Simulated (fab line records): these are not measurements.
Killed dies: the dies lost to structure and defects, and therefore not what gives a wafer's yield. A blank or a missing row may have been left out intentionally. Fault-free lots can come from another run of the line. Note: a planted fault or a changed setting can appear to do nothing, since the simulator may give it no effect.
Chamber matching ; flow sky130 ; cmp-02 running SKY_VIA3_CMP_24: 4 sister chambers
The step polishes, stops on SiO2, t overpolish 20 s, target thk 0 nm. 4 wafers are shown with their chamber, then 12 later ones without.

## WAFERS PAIRED WITH THEIR CHAMBERS
wafer;chamber;time-to-endpoint-s (s)
L085.3;2;85
L087.2;1;98
L087.3;0;101
L087.4;3;103

## WAFERS MISSING THEIR CHAMBER
wafer;time-to-endpoint-s (s)
L092.1;94
L092.5;97
L092.6;105
L093.2;99
L093.3;83
L093.6;100
L094.2;94
L094.5;88
L094.6;83
L095.2;92
L095.4;95
L095.5;92

## WHICH CHAMBER EACH ONE RAN IN
wafer;from the rows above;in truth
L092.1;can't be placed: 1 or 0 or 2 or 3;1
L092.5;can't be placed: 1 or 0 or 3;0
L092.6;can't be placed: 3 or 0 or 1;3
L093.2;can't be placed: 1 or 0 or 3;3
L093.3;2;2
L093.6;can't be placed: 0 or 1 or 3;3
L094.2;can't be placed: 1 or 0 or 2 or 3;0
L094.5;2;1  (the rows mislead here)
L094.6;2;2
L095.2;can't be placed: 1 or 2 or 0 or 3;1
L095.4;can't be placed: 1 or 0 or 3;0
L095.5;can't be placed: 1 or 2 or 0 or 3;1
Correctly placed: 2 of 12. These rows do not allow placing 9 (true chamber among the candidates in 9). Number placed wrongly: 1.
How it was worked out, from the rows above alone: a wafer's distance from a chamber is the root of the sum, over the readings, of the square of ((its reading less the chamber's mean) divided by the reading's scatter). The wafer belongs to the nearest chamber; if the next one is less than 2 further off, it can't be placed. The mean given for a chamber averages the wafers shown for that chamber. The scatter: with one shown wafer a chamber, the root of the mean of the squares of how far each hidden wafer lies from its nearest shown one.
